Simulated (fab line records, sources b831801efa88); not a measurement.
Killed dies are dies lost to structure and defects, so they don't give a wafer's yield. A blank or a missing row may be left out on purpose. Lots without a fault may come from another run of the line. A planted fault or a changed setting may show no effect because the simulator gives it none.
One fault seen from 2 desks | flow gf180mcu | each desk has only its own numbers; what lay behind them comes last

THE TOOL OWNER'S DESK: pecvd-03
The tool's own readings at GF_PASSIVATION_CVD_00 (deposits SiO2 from TEOS, target thk 1000 nm, time 111.95 s): means of the sampled wafers that have a number, for each lot that ran on this tool. A lot is out of limits, marked OUT, if its mean lies more than 4 standard deviations from the usual mean; the brackets give that distance.
Columns: A = heater_power_w at GF_PASSIVATION_CVD_00, usual 648 W; B = run_length_s at GF_PASSIVATION_CVD_00, usual 139.9 s
lot  | first seen here | A   | B
L994 | day 29 21:25    | 635 | 140.1
L997 | day 30 22:25    | 540 | 129.0 (-27) OUT
L999 | day 31 11:10    | 549 | 134.6 (-13) OUT
L110 | day 34 05:30    | 577 | 139.9
L111 | day 34 10:55    | 582 | 139.9
This desk's finding: out of limits on L997, L999; first on L997, day 30 22:25 (run_length_s at GF_PASSIVATION_CVD_00). In limits: L994, L110, L111.

THE METROLOGY DESK
What the gauges read, lot by lot, whatever tool the lot ran on: means of the sampled wafers that have a number. A lot is out of limits, marked OUT, if its mean lies more than 4 standard deviations from the usual mean; the brackets give that distance.
Columns: A = PASSIVATION_CVD_00_THK at GF_PASSIVATION_THK_MEAS_01, usual 1000 nm
lot  | first seen here | A
L988 | day 27 23:31    | 986
L989 | day 28 07:15    | 983
L993 | day 29 18:27    | 990
L994 | day 29 21:31    | 1008
L997 | day 30 22:31    | 926 (-5.7) OUT
L999 | day 31 11:15    | 945 (-4.2) OUT
L100 | day 31 21:52    | 988
L107 | day 33 10:07    | 997
L108 | day 33 16:21    | 995
L110 | day 34 05:35    | 1004
L111 | day 34 11:00    | 1010
This desk's finding: out of limits on L997, L999; first on L997, day 30 22:31 (PASSIVATION_CVD_00_THK at GF_PASSIVATION_THK_MEAS_01). In limits: L988, L989, L993, L994, L100, L107, L108, L110, L111.

PUT TOGETHER
The tool owner's desk could have raised an alarm at day 30 22:25, on L997, L999.
The metrology desk could have raised an alarm at day 30 22:31, on L997, L999.
Of the lots named, all ran GF_PASSIVATION_CVD_00 on pecvd-03.

WHAT THE SIMULATOR HAD PUT IN
Process parameter drift: pecvd-03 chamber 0, from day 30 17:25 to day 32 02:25, at GF_PASSIVATION_CVD_00. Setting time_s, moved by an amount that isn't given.
Lots struck among those shown: L997, L999.
Hours from the fault's start to each desk's first reading out of limits: the tool owner's desk, 5; the metrology desk, 5.
